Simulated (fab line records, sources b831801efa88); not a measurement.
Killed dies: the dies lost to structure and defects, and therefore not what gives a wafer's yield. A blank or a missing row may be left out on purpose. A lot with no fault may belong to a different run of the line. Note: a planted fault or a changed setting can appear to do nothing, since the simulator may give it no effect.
Chamber matching || flow gf180mcu || GF_CONTACT_CMP_27 on cmp-02 has 4 sister chambers
The step polishes, stops on SiO2, t overpolish 15 s, target thk 0 nm. 8 wafers are shown with their chamber, then 7 later ones without.

## WAFERS WITH THEIR CHAMBER
{"wafer": "L470.6", "chamber": 2, "motor-current-A (A)": 10.7, "time-to-endpoint-s (s)": 77}
{"wafer": "L471.4", "chamber": 1, "motor-current-A (A)": 13.2, "time-to-endpoint-s (s)": 72}
{"wafer": "L473.3", "chamber": 1, "motor-current-A (A)": 13.2, "time-to-endpoint-s (s)": 77}
{"wafer": "L473.5", "chamber": 0, "motor-current-A (A)": 10.5, "time-to-endpoint-s (s)": 67}
{"wafer": "L474.1", "chamber": 0, "motor-current-A (A)": 10.1, "time-to-endpoint-s (s)": 66}
{"wafer": "L474.3", "chamber": 2, "motor-current-A (A)": 11.4, "time-to-endpoint-s (s)": 81}
{"wafer": "L474.5", "chamber": 3, "motor-current-A (A)": 11.2, "time-to-endpoint-s (s)": 68}
{"wafer": "L478.1", "chamber": 3, "motor-current-A (A)": 11.1, "time-to-endpoint-s (s)": 66}

## WAFERS MISSING THEIR CHAMBER
{"wafer": "L478.4", "motor-current-A (A)": 12.3, "time-to-endpoint-s (s)": 72}
{"wafer": "L478.5", "motor-current-A (A)": 10.8, "time-to-endpoint-s (s)": 62}
{"wafer": "L481.2", "motor-current-A (A)": 10.6, "time-to-endpoint-s (s)": 75}
{"wafer": "L481.5", "motor-current-A (A)": 10.5, "time-to-endpoint-s (s)": 75}
{"wafer": "L481.6", "motor-current-A (A)": 11.4, "time-to-endpoint-s (s)": 69}
{"wafer": "L482.2", "motor-current-A (A)": 10.7, "time-to-endpoint-s (s)": 68}
{"wafer": "L482.4", "motor-current-A (A)": 12.8, "time-to-endpoint-s (s)": 72}

## THE CHAMBER EACH PASSED THROUGH
{"wafer": "L478.4", "from the rows above": "can't be placed: 1 or 3 or 2", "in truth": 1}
{"wafer": "L478.5", "from the rows above": "can't be placed: 3 or 0", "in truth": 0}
{"wafer": "L481.2", "from the rows above": "can't be placed: 2 or 0 or 3", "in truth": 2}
{"wafer": "L481.5", "from the rows above": "can't be placed: 2 or 0 or 3", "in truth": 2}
{"wafer": "L481.6", "from the rows above": 3, "in truth": 3}
{"wafer": "L482.2", "from the rows above": "can't be placed: 0 or 3", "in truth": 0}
{"wafer": "L482.4", "from the rows above": 1, "in truth": 1}
Correct placement for 2 of the 7. These rows do not allow placing 5 (true chamber among the candidates in 5). Number placed wrongly: 0.
How it was worked out, from the rows above alone: a wafer's distance from a chamber is the root of the sum, over the readings, of the square of ((its reading less the chamber's mean) divided by the reading's scatter). If the next closest chamber is less than 2 further off than the closest, the wafer can't be placed; otherwise it belongs to the closest. Each chamber's mean is taken over the wafers shown for it. How the scatter is found: for the shown wafers, subtract from each reading the mean of its chamber, square and add these, divide the total by (wafers less chambers), then take the root.
